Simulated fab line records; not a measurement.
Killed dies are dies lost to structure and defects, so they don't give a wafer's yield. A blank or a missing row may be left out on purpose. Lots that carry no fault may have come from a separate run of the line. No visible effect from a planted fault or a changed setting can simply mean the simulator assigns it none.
Which tool is to blame? ; flow gf180mcu ; 42 wafers from 14 lots sampled at 4 of the route's 602 steps

== WHAT EACH GAUGE READ, for each wafer ==
GF_HV_LDD_TW_MEAS_11.
lot;measured;on;HV_LDD_TW
L957;day 10 08:03;filmMetro-02;2432 2449 2434
L958;day 10 13:51;filmMetro-02;2444 2438 2429
L959;day 11 03:23;filmMetro-01;2475 2466 2468
L960;day 11 09:19;filmMetro-03;2427 2438 2436
L962;day 11 20:42;filmMetro-03;2432 2433 2420
L963;day 12 00:17;filmMetro-01;2497 2486 2506
L964;day 12 09:58;filmMetro-03;2460 2458 2442
L965;day 12 19:00;filmMetro-01;2497 2483 2483
L966;day 13 01:33;filmMetro-02;2459 2447 2437
L967;day 13 11:03;filmMetro-03;2441 2422 2433
L968;day 13 17:31;filmMetro-01;2456 2449 2460
L969;day 14 01:34;filmMetro-01;2468 2470 2463
L972;day 15 00:22;filmMetro-03;2462 2453 2452
L974;day 15 15:53;filmMetro-01;2454 2454 2457

GF_NSD_OVL_MEAS_08.
lot;measured;on;NSD_OVL (nm)
L957;day 13 18:43;overlay-01;-1.4 -2.2 -0.4
L958;day 13 23:52;overlay-01;2.5 1.6 1.3
L959;day 14 18:07;overlay-02;1.8 1.6 3.2
L960;day 14 22:40;overlay-01;0.5 0.2 0.0
L962;day 15 11:58;overlay-02;-0.2 -1.2 -1.0
L963;day 15 17:49;overlay-02;1.3 1.2 1.3
L964;day 16 05:31;overlay-01;1.9 0.7 0.2
L965;day 16 14:04;overlay-01;0.0 -1.0 -0.3
L966;day 16 22:07;overlay-02;-2.9 -2.1 -2.0
L967;day 17 09:34;overlay-02;-0.1 -1.2 -0.1
L968;day 17 15:23;overlay-01;-0.6 0.5 -0.6
L969;day 17 23:10;overlay-02;-0.5 -0.4 0.3
L972;day 19 03:50;overlay-02;-2.7
L974;day 19 18:07;overlay-01;-1.6 -1.3

== WHICH TOOL RAN EACH LOT (tool, then ch and the chambers of the sampled wafers, then the start) ==
lot;GF_HV_LDD_RTA_52;GF_HV_LDD_ETCHBACK_58
L957;rtpAnneal-01 ch 0, day 12 19:25;rieDiel-01 ch 0,2, day 12 22:09
L958;rtpAnneal-01 ch 0, day 13 00:28;rieDiel-03 ch 0,1,2, day 13 03:13
L959;rtpAnneal-01 ch 0, day 13 17:53;rieDiel-03 ch 2,3, day 13 20:37
L960;rtpAnneal-02 ch 0, day 13 22:43;rieDiel-01 ch 0,1,2, day 14 01:28
L962;rtpAnneal-01 ch 0, day 14 10:58;rieDiel-01 ch 0,2,3, day 14 13:58
L963;rtpAnneal-01 ch 0, day 14 16:03;rieDiel-04 ch 0,1, day 14 18:46
L964;rtpAnneal-02 ch 0, day 15 03:23;rieDiel-04 ch 0,2,3, day 15 06:07
L965;rtpAnneal-02 ch 0, day 15 12:17;rieDiel-03 ch 0,2, day 15 15:01
L966;rtpAnneal-02 ch 0, day 15 20:10;rieDiel-04 ch 2,3, day 15 22:55
L967;rtpAnneal-01 ch 0, day 16 07:45;rieDiel-04 ch 0,1,2, day 16 11:11
L968;rtpAnneal-02 ch 0, day 16 13:41;rieDiel-04 ch 1,2,3, day 16 16:25
L969;rtpAnneal-01 ch 0, day 16 21:38;rieDiel-01 ch 2,3, day 17 00:23
L972;rtpAnneal-02 ch 0, day 17 23:01;rieDiel-01 ch 2,3, day 18 03:41
L974;rtpAnneal-02 ch 0, day 18 15:00;rieDiel-01 ch 2,3, day 18 17:46
- GF_HV_LDD_RTA_52: time 10 s.
- GF_HV_LDD_ETCHBACK_58: etches Si3N4 in CH3F/O2, stops on SiO2, time 100 s, target depth 90 nm.

== WHAT THE TOOLS THEMSELVES READ (means of the sampled wafers that have a number; where no wafer has one, the mark that the record gives instead) ==
GF_HV_LDD_RTA_52.
lot;tool;lampPowerPct (%);wafer_temp_C_max
L957;rtpAnneal-01;34.6;1003.0
L958;rtpAnneal-01;34.6;1002.9
L959;rtpAnneal-01;34.6;1004.3
L960;rtpAnneal-02;31.2;1003.0
L962;rtpAnneal-01;34.6;1003.5
L963;rtpAnneal-01;34.7;1003.3
L964;rtpAnneal-02;31.2;1003.7
L965;rtpAnneal-02;31.2;1002.4
L966;rtpAnneal-02;31.2;1002.2
L967;rtpAnneal-01;34.6;1003.4
L968;rtpAnneal-02;31.2;1002.1
L969;rtpAnneal-01;34.6;1002.6
L972;rtpAnneal-02;31.2;1001.8
L974;rtpAnneal-02;31.2;1002.3

GF_HV_LDD_ETCHBACK_58.
lot;tool;drypumpMotorCurrentA (A);oesProductAu (a.u.);runLengthS (s);throttleValvePct (%)
L957;rieDiel-01;5.8;0.839;127.9;10.568
L958;rieDiel-03;5.3;0.841;128.4;10.566
L959;rieDiel-03;5.3;0.838;127.4;10.552
L960;rieDiel-01;5.9;0.848;127.8;10.558
L962;rieDiel-01;5.8;0.844;128.2;10.559
L963;rieDiel-04;6.1;0.837;128.5;10.569
L964;rieDiel-04;5.9;0.843;128.5;10.563
L965;rieDiel-03;5.4;0.840;128.4;10.558
L966;rieDiel-04;5.9;0.834;128.1;10.557
L967;rieDiel-04;6.1;0.841;128.8;10.559
L968;rieDiel-04;5.9;0.835;128.3;10.562
L969;rieDiel-01;5.8;0.838;128.6;10.560
L972;rieDiel-01;5.8;0.939;110.6;10.568
L974;rieDiel-01;5.7;0.894;119.3;10.569

== THE ANSWER, worked out from the rows above alone ==
Rule: usual is defined by the lots themselves. Put in order of their means at a reading, lots are off if they are a third of the lots or fewer, leave a main group of 4 or more, and stand apart from it by a gap of 3 or more times the standard deviation of the main group's means; of several such gaps the widest counts. A main group whose means are all the same, to the digits that the tables above print for the reading, isn't used. Also off: a lot with no number at a reading for which 4 or more lots have one. The other lots that the step has rows for count as sound. The gauges are gone through in route order, then the tools' own readings, and for those a lot's mean is taken as printed above. The first step at which some lot is off is used, and at that step the reading that is off furthest; a lot without a number counts as furthest.
Off: L972, L974, at GF_HV_LDD_ETCHBACK_58 (runLengthS). Main group: mean 128.2 s, sd 0.37.
If a tool, at that step or one of the process steps before it, ran each lot that is off and ran no sound lot following the first of them, it fits. Can't be told from this: 2 tools fit, rtpAnneal-02 at GF_HV_LDD_RTA_52, rieDiel-01 at GF_HV_LDD_ETCHBACK_58.

== WHAT THE SIMULATOR PUT IN ==
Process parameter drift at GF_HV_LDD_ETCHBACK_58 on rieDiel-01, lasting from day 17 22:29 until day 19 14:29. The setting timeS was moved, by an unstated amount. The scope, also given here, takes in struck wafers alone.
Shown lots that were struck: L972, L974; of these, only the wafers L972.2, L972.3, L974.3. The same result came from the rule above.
